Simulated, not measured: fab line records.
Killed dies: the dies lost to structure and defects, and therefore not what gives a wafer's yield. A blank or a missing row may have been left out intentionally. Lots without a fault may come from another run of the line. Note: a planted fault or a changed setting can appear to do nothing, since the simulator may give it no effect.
Which tool did it?    flow gf180mcu    Sampling: 7 lots, 21 wafers, 2 of 602 route steps

== WHAT EACH GAUGE READ, for each wafer ==
GF_VT_IMPLANT_OVL_MEAS_18.
lot   measured      on          VT_IMPLANT_01_OVL (nm)
L222  day 6 11:58   overlay-01  -1.5 -2.6 -1.9
L226  day 7 11:55   overlay-02  -0.6 2.5 0.0
L229  day 8 07:10   overlay-02  -2.1 -1.4 -1.1
L236  day 10 06:37  overlay-02  -1.4 0.0 -1.2
L238  day 10 17:25  overlay-01  302.3 303.0 303.6 302.3 303.2 304.2
L242  day 11 18:19  overlay-02  -1.0 1.9 0.8
L244  day 12 07:52  overlay-02  0.6 2.7 1.8

== WHICH TOOL RAN EACH LOT (tool, then ch and the chambers of the sampled wafers, then the start) ==
lot   GF_VT_IMPLANT_EXPOSE_15
L222  iline-stepper-01 ch 0, day 6 04:31
L226  iline-stepper-01 ch 0, day 7 04:19
L229  iline-stepper-02 ch 0, day 7 23:20
L236  iline-stepper-01 ch 0, day 9 21:49
L238  iline-stepper-02 ch 0, day 10 08:38
L242  iline-stepper-01 ch 0, day 11 09:59
L244  iline-stepper-01 ch 0, day 11 23:31
- GF_VT_IMPLANT_EXPOSE_15: exposes mask Nwell LV AREA, target cd 860 nm.

== THE ANSWER, worked out from the rows above alone ==
Rule: the lots themselves supply what counts as usual. Put in order of their means at a reading, lots are off if they are a third of the lots or fewer, leave a main group of 4 or more, and stand apart from it by a gap of 3 or more times the standard deviation of the main group's means; of several such gaps the widest counts. If all means in a main group match to the digits the tables above print for the reading, that group is not used. Also off: a lot with no number at a reading for which 4 or more lots have one. Any other lot the step has rows for is counted as sound.
Off: L238, at GF_VT_IMPLANT_OVL_MEAS_18 (VT_IMPLANT_01_OVL). For the main group the mean is -0.2 nm and the standard deviation 1.3.
A tool fits if, at a process step before that reading, it ran every lot that is off, and no sound lot after the first of them. The gauges at GF_VT_IMPLANT_OVL_MEAS_18 are tried like those tools. Undecided on this evidence; 2 tools fit (iline-stepper-02 at GF_VT_IMPLANT_EXPOSE_15, overlay-01 at GF_VT_IMPLANT_OVL_MEAS_18).

== WHAT THE SIMULATOR HAD PUT IN ==
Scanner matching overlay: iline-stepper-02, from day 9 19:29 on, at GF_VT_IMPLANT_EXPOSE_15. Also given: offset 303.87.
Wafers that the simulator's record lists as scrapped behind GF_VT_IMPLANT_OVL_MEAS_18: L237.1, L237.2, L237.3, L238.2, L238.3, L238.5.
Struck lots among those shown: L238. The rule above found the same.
